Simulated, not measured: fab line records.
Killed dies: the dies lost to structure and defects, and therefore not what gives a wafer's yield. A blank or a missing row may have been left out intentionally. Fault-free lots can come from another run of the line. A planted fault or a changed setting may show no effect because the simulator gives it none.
2 desks, one fault | flow sky130 | only its own numbers are on each desk; what lay behind them is given at the end

## DESK OF THE TOOL OWNER: cmp-01
The tool's own readings at SKY_VIA2_CMP_02 (polishes SiO2): means of the sampled wafers that have a number, for each lot that ran on this tool. The brackets show how far a lot's mean lies from the usual mean; more than 4 standard deviations puts the lot out of limits, marked OUT.
Columns: A = motor current A at SKY_VIA2_CMP_02, usual 12.1 A; B = platen rpm at SKY_VIA2_CMP_02, usual 59.99 rpm
lot  | first seen here | A    | B
L532 | day 35 13:20    | 12.1 | 60.00
L533 | day 35 18:34    | 12.1 | 60.00
L536 | day 37 03:48    | 12.6 | 59.98
L541 | day 38 09:34    | 12.5 | 59.98
L543 | day 39 04:24    | 12.4 | 60.00
L547 | day 39 23:57    | 11.9 | 54.03 (-99 or more) OUT
L548 | day 40 09:13    | 11.9 | 54.01 (-99 or more) OUT
Finding of this desk: L547, L548 out of limits; the first was L547 at day 39 23:57, on platen rpm at SKY_VIA2_CMP_02. L532, L533, L536, L541, L543 stayed within limits.

## THE METROLOGY DESK
Means of the sampled wafers that have a number, per lot and without regard to the tool the lot ran on: this is what the gauges read. The brackets show how far a lot's mean lies from the usual mean; more than 4 standard deviations puts the lot out of limits, marked OUT.
Columns: A = VIA1_W_THK at SKY_VIA1_THK_MEAS_23, usual 279 nm; B = VIA2_BOW at SKY_VIA2_BOW_MEAS_03, usual 85 um
lot  | first seen here | A   | B
L532 | day 34 08:56    | 279 | 82
L533 | day 34 14:38    | 278 | 86
L535 | day 35 10:13    | 280 | 83
L536 | day 35 23:59    | 277 | 83
L537 | day 36 07:07    | 279 | 88
L538 | day 36 11:37    | 277 | 84
L540 | day 37 01:01    | 280 | 88
L541 | day 37 06:22    | 279 | 88
L543 | day 38 00:17    | 277 | 97
L547 | day 38 20:56    | 279 | 97
L548 | day 39 06:13    | 278 | 78
L552 | day 40 16:38    | 278 | 82
This desk found nothing out of limits on any of the 12 lots.

## ALL TOGETHER
The tool owner's desk could have raised an alarm at day 39 23:57, on L547, L548.
Nothing out of limits was seen by the metrology desk.
The metrology desk has L547, L548 on record, within its limits.
All the named lots went through SKY_VIA2_CMP_02 on cmp-01.

## WHAT HAD BEEN PUT IN BY THE SIMULATOR
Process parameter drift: cmp-01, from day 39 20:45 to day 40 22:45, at SKY_VIA2_CMP_02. The setting platen rpm was moved by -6, starting from 60. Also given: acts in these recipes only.
Struck lots among those shown: L547, L548.
Time in hours from fault onset to the first out-of-limits reading at each desk: the tool owner's desk, 3.
